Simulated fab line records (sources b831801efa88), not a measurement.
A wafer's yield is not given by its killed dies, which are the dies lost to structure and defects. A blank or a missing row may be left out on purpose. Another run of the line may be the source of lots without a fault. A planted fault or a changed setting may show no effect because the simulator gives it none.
A struck lot beside a sound one + flow sky130 + 18 out of 708 route steps
Sound: these wafers, L416.1, L416.3, L416.4. Wafers struck: L411.3, L411.4, L411.5. At the end, the cause is stated.
For every step that has rows: the tool of each side, followed by ch and its chambers, followed by its first start. Under that, the readings that differ: sound wafers + struck wafers + difference of the means + sigmas: that difference in standard deviations of wafers without a fault.
alike: readings with means less than 2 such deviations apart, plus words and numbers identical on both sides. not compared: withheld readings, readings lacking a value on some wafer, bounds such as >300 that could conceal the same value, and numbers that have no deviation in the record and whose values overlap.
Wherever a step has rows on one side only, a row that says differs or no value, or a row with sigmas, the two part there. Numbers that have no deviation but don't overlap get no sigmas and don't part them. A reading missing from all wafers of one side parts the sides only when that side holds two or more wafers.

first, 3 steps without rows for these wafers: SKY_VIA2_EXPOSE_09 (exposes mask VIM2, target cd 200 nm); SKY_VIA2_PEB_10; SKY_VIA2_DEVELOP_11 (develop time 60 s).
SKY_VIA2_CD_MEAS_12: the cd target is 200 nm.
  sound on cdSem-02, day 38 22:37; struck on cdSem-02, day 37 10:35
  alike: cdNm
SKY_VIA2_OVL_MEAS_13:
  sound on overlay-02, day 38 22:44; struck on overlay-02, day 37 10:40
  alike: VIA2_OVL
SKY_VIA2_ETCH_14: etches BARC in N2/H2, stops on SiO2, time 45.9 s, target depth 60 nm.
  sound on rieDiel-01 ch 0,1,3, day 38 22:46; struck on rieDiel-01 ch 0,1,2, day 37 10:42
  alike: chamberPressureMTorr, drypumpMotorCurrentA, oesProductAu, throttleValvePct
  not compared: rfHoursCounterH
SKY_VIA2_ETCH_15: etches SiO2 in C4F8/O2/Ar, stops on TiN, target depth 546 nm, time 84 s.
  sound on rieDiel-01 ch 0,1,3, day 38 22:49; struck on rieDiel-01 ch 0,1,2, day 37 10:44
  alike: chamberPressureMTorr, oesProductAu
  not compared: rfHoursCounterH
SKY_VIA2_STRIP_16: strips in O2/N2.
  sound on plasmaAsher-04 ch 0,1, day 38 22:52; struck on plasmaAsher-01 ch 0,1, day 37 10:50
| reading                  | sound             | struck            | difference | sigmas |
|--------------------------|-------------------|-------------------|------------|--------|
| stripTimeToEndpointS (s) | 4.041 4.059 4.057 | 4.010 3.989 4.006 | -0.051     | -2     |
  alike: chamberPressureMTorr, drypumpMotorCurrentA, o2FlowSccm, oesProductAu
  not compared: rfHoursCounterH
then, 3 steps without rows for these wafers: SKY_VIA2_STRIP_17 (strips in post etch residue remover, time 1200 s); SKY_VIA2_CLEAN_18 (cleans in IPA, time 180 s); SKY_VIA2_CLEAN_19 (cleans in O3/DIW).
SKY_VIA2_SPUTTER_20: material TiN, target thk 20 nm, time 80 s.
  sound on pvdSputter-03, day 38 23:30; struck on pvdSputter-02, day 37 11:23
| reading                | sound             | struck            | difference | sigmas |
|------------------------|-------------------|-------------------|------------|--------|
| chamberPressurePa (Pa) | 4.980 4.997 4.981 | 5.007 4.999 5.017 | +0.022     | +2     |
  alike: cathodeDcPowerW, throttleValvePct
SKY_VIA2_CVD_21: deposits W, target thk 420 nm, time 126.4 s.
  sound on cvdW-02 ch 0,1, day 38 23:34; struck on cvdW-01 ch 0,1, day 37 11:30
| reading                           | sound             | struck            | difference | sigmas |
|-----------------------------------|-------------------|-------------------|------------|--------|
| model.W_of_VIA2_CVD_21.thkNm (nm) | 418.1 421.5 415.6 | 274.4 280.1 280.5 | -140.1     |        |
  alike: heaterPowerW
SKY_VIA2_RS_MEAS_22: measurement is done with a four-point probe.
  sound on filmMetro-02, day 38 23:41; struck on filmMetro-02, day 37 11:55
| reading            | sound             | struck            | difference | sigmas |
|--------------------|-------------------|-------------------|------------|--------|
| VIA2_W_RS (ohm/sq) | 0.274 0.271 0.276 | 0.419 0.411 0.410 | +0.140     | +36    |
  not compared: hold
SKY_VIA2_THK_MEAS_23: measures by xrf.
  sound on filmMetro-02, day 38 23:49; struck on filmMetro-02, day 37 21:01
| reading         | sound       | struck      | difference | sigmas |
|-----------------|-------------|-------------|------------|--------|
| VIA2_W_THK (nm) | 411 415 408 | 271 275 275 | -138       | -23    |
  not compared: hold
SKY_VIA2_CMP_24: polishes, stops on SiO2, t overpolish 20 s, target thk 0 nm.
  sound on cmp-02 ch 1,2,3, day 38 23:52; struck on cmp-02 ch 0,3, day 37 23:25
| reading             | sound      | struck                                                                  | difference                   | sigmas |
|---------------------|------------|-------------------------------------------------------------------------|------------------------------|--------|
| hold                | - - -      | awaitDispo/2.1h/release awaitDispo/2.1h/release awaitDispo/2.1h/release | no value on the sound wafers |        |
| timeToEndpointS (s) | 103 97 101 | 65 68 67                                                                | -34                          | -10    |
  alike: motorCurrentA
SKY_METAL3_SPUTTER_00: material Ti, target thk 15 nm, time 10 s.
  sound on pvdSputter-02, day 39 00:10; struck on pvdSputter-03, day 37 23:43
| reading              | sound          | struck         | difference | sigmas |
|----------------------|----------------|----------------|------------|--------|
| throttleValvePct (%) | 29.7 30.0 29.5 | 30.9 30.9 31.3 | +1.3       | +2     |
  alike: cathodeDcPowerW, chamberPressurePa
following that, these wafers have no rows for 1 step: SKY_PAD_OPEN_PROBE_99.

== WHERE THEY PART ==
Last at SKY_METAL3_SPUTTER_00 as far as this record goes, first at SKY_VIA2_STRIP_16.

WHY: what had been put in by the simulator
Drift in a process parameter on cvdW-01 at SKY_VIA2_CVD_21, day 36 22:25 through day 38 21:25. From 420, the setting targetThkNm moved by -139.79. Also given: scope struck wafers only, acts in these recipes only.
